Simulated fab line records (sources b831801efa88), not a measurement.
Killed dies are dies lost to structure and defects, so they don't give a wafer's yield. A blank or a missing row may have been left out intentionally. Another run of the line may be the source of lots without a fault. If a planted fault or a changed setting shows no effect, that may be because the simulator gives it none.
Which tool is to blame? || flow gf180mcu || 45 wafers from 15 lots sampled at 3 of the route's 602 steps

## WHAT THE GAUGES SHOWED, per wafer
GF_POLY_GATE_CD_MEAS_10 targets a cd of 280 nm.
{"lot": "L327", "measured": "day 8 23:55", "on": "cdSem-01", "cdNm (nm)": "281.0 279.5 280.5"}
{"lot": "L328", "measured": "day 9 16:53", "on": "cdSem-01", "cdNm (nm)": "280.1 279.1 279.0"}
{"lot": "L329", "measured": "day 9 20:31", "on": "cdSem-01", "cdNm (nm)": "280.4 280.0 280.1"}
{"lot": "L330", "measured": "day 9 22:14", "on": "cdSem-02", "cdNm (nm)": "278.7 281.0 281.1"}
{"lot": "L336", "measured": "day 12 00:04", "on": "cdSem-02", "cdNm (nm)": "278.4 280.4 278.4"}
{"lot": "L337", "measured": "day 12 04:20", "on": "cdSem-02", "cdNm (nm)": "280.2 280.7 280.8"}
{"lot": "L338", "measured": "day 12 11:50", "on": "cdSem-01", "cdNm (nm)": "279.8 280.0 279.7"}
{"lot": "L339", "measured": "day 12 18:44", "on": "cdSem-01", "cdNm (nm)": "281.7 280.1 280.7"}
{"lot": "L340", "measured": "day 13 01:13", "on": "cdSem-01", "cdNm (nm)": "281.5 283.0 282.4"}
{"lot": "L341", "measured": "day 13 08:22", "on": "cdSem-02", "cdNm (nm)": "280.0 279.5 279.6"}
{"lot": "L342", "measured": "day 13 13:50", "on": "cdSem-01", "cdNm (nm)": "278.3 277.6 278.6"}
{"lot": "L345", "measured": "day 14 14:59", "on": "cdSem-01", "cdNm (nm)": "281.3 281.3 281.7"}
{"lot": "L346", "measured": "day 14 18:09", "on": "cdSem-01", "cdNm (nm)": "278.6 279.5 279.0"}
{"lot": "L348", "measured": "day 15 10:19", "on": "cdSem-02", "cdNm (nm)": "278.3 277.6 278.4"}
{"lot": "L349", "measured": "day 15 17:53", "on": "cdSem-01", "cdNm (nm)": "279.2 278.7 279.8"}

GF_M1_CD_MEAS_14 targets a cd of 230 nm.
{"lot": "L327", "measured": "day 16 22:13", "on": "cdSem-02", "cdNm (nm)": "231.8 231.9 232.0"}
{"lot": "L328", "measured": "day 17 19:04", "on": "cdSem-01", "cdNm (nm)": "229.5 229.4 229.2"}
{"lot": "L329", "measured": "day 17 22:06", "on": "cdSem-02", "cdNm (nm)": "228.5 228.5 228.7"}
{"lot": "L330", "measured": "day 18 00:44", "on": "cdSem-02", "cdNm (nm)": "229.5 229.3 229.7"}
{"lot": "L339", "measured": "day 21 17:38", "on": "cdSem-02", "cdNm (nm)": "230.2 231.1 230.8"}
{"lot": "L340", "measured": "day 22 01:08", "on": "cdSem-01", "cdNm (nm)": "229.9 231.3 230.4"}
{"lot": "L341", "measured": "day 22 08:29", "on": "cdSem-01", "cdNm (nm)": "230.7 231.2 231.8"}
{"lot": "L342", "measured": "day 22 13:47", "on": "cdSem-01", "cdNm (nm)": "231.5 232.3 233.5"}
{"lot": "L345", "measured": "day 23 18:52", "on": "cdSem-01", "cdNm (nm)": "231.9 232.4 231.5"}
{"lot": "L346", "measured": "day 23 23:17", "on": "cdSem-02", "cdNm (nm)": "230.8 231.1 232.2"}
{"lot": "L348", "measured": "day 24 13:15", "on": "cdSem-02", "cdNm (nm)": "228.5 229.7 228.5"}
{"lot": "L349", "measured": "day 24 20:31", "on": "cdSem-01", "cdNm (nm)": "229.6 231.2 230.0"}

## WHAT TOOL EACH LOT RAN ON (gives the tool, then ch and the chambers of the sampled wafers, and finally the start)
{"lot": "L327", "GF_HV_LDD_DEVELOP_06": "lithoTrack-01 ch 0, day 9 18:32"}
{"lot": "L328", "GF_HV_LDD_DEVELOP_06": "lithoTrack-03 ch 0, day 10 12:44"}
{"lot": "L329", "GF_HV_LDD_DEVELOP_06": "lithoTrack-01 ch 0, day 10 16:32"}
{"lot": "L330", "GF_HV_LDD_DEVELOP_06": "lithoTrack-04 ch 0, day 10 18:10"}
{"lot": "L336", "GF_HV_LDD_DEVELOP_06": "lithoTrack-03, day 12 21:41"}
{"lot": "L337", "GF_HV_LDD_DEVELOP_06": "lithoTrack-03, day 13 01:50"}
{"lot": "L338", "GF_HV_LDD_DEVELOP_06": "lithoTrack-03, day 13 10:38"}
{"lot": "L339", "GF_HV_LDD_DEVELOP_06": "lithoTrack-03 ch 0, day 13 16:38"}
{"lot": "L340", "GF_HV_LDD_DEVELOP_06": "lithoTrack-04 ch 0, day 14 00:10"}
{"lot": "L341", "GF_HV_LDD_DEVELOP_06": "lithoTrack-01 ch 0, day 14 06:19"}
{"lot": "L342", "GF_HV_LDD_DEVELOP_06": "lithoTrack-04 ch 0, day 14 11:40"}
{"lot": "L345", "GF_HV_LDD_DEVELOP_06": "lithoTrack-03 ch 0, day 15 15:17"}
{"lot": "L346", "GF_HV_LDD_DEVELOP_06": "lithoTrack-03 ch 0, day 15 18:44"}
{"lot": "L348", "GF_HV_LDD_DEVELOP_06": "lithoTrack-03 ch 0, day 16 09:46"}
{"lot": "L349", "GF_HV_LDD_DEVELOP_06": "lithoTrack-03 ch 0, day 16 18:17"}
- GF_HV_LDD_DEVELOP_06: develop time 60 s.

## AS READ BY THE TOOLS THEMSELVES (means over the sampled wafers that have a number; for cases with no such wafer, the mark the record gives instead)
GF_HV_LDD_DEVELOP_06.
{"lot": "L327", "tool": "lithoTrack-01", "chillPlateTempC (C)": 23.01}
{"lot": "L328", "tool": "lithoTrack-03", "chillPlateTempC (C)": 23.07}
{"lot": "L329", "tool": "lithoTrack-01", "chillPlateTempC (C)": 23.00}
{"lot": "L330", "tool": "lithoTrack-04", "chillPlateTempC (C)": 22.93}
{"lot": "L336", "tool": "lithoTrack-03", "chillPlateTempC (C)": "-"}
{"lot": "L337", "tool": "lithoTrack-03", "chillPlateTempC (C)": "-"}
{"lot": "L338", "tool": "lithoTrack-03", "chillPlateTempC (C)": "-"}
{"lot": "L339", "tool": "lithoTrack-03", "chillPlateTempC (C)": 23.11}
{"lot": "L340", "tool": "lithoTrack-04", "chillPlateTempC (C)": 23.06}
{"lot": "L341", "tool": "lithoTrack-01", "chillPlateTempC (C)": 23.14}
{"lot": "L342", "tool": "lithoTrack-04", "chillPlateTempC (C)": 22.97}
{"lot": "L345", "tool": "lithoTrack-03", "chillPlateTempC (C)": 23.24}
{"lot": "L346", "tool": "lithoTrack-03", "chillPlateTempC (C)": 22.95}
{"lot": "L348", "tool": "lithoTrack-03", "chillPlateTempC (C)": 22.90}
{"lot": "L349", "tool": "lithoTrack-03", "chillPlateTempC (C)": 23.13}

## THE ANSWER, worked out from the rows above alone
Rule: what is usual is taken from the lots themselves. Put in order of their means at a reading, lots are off if they are a third of the lots or fewer, leave a main group of 4 or more, and stand apart from it by a gap of 3 or more times the standard deviation of the main group's means; of several such gaps the widest counts. Not used: any main group whose means are identical at the precision the tables above print for the reading. A lot without any number at a reading at which 4 lots or more have one is off too. The other lots that the step has rows for count as sound. The gauges are gone through in route order, then the tools' own readings, and for those a lot's mean is taken as printed above. At the first step where some lot is off, the reading lying furthest off is the one used; lots without a number count as furthest.
Off: L336, L337, L338 (GF_HV_LDD_DEVELOP_06, chillPlateTempC). Without a number there: L336, L337, L338. Main group: mean 23.04 C, sd 0.096.
If a tool, at that step or one of the process steps before it, ran each lot that is off and ran no sound lot following the first of them, it fits. Of those tried, none fits.

## WHAT THE SIMULATOR HAD INSERTED
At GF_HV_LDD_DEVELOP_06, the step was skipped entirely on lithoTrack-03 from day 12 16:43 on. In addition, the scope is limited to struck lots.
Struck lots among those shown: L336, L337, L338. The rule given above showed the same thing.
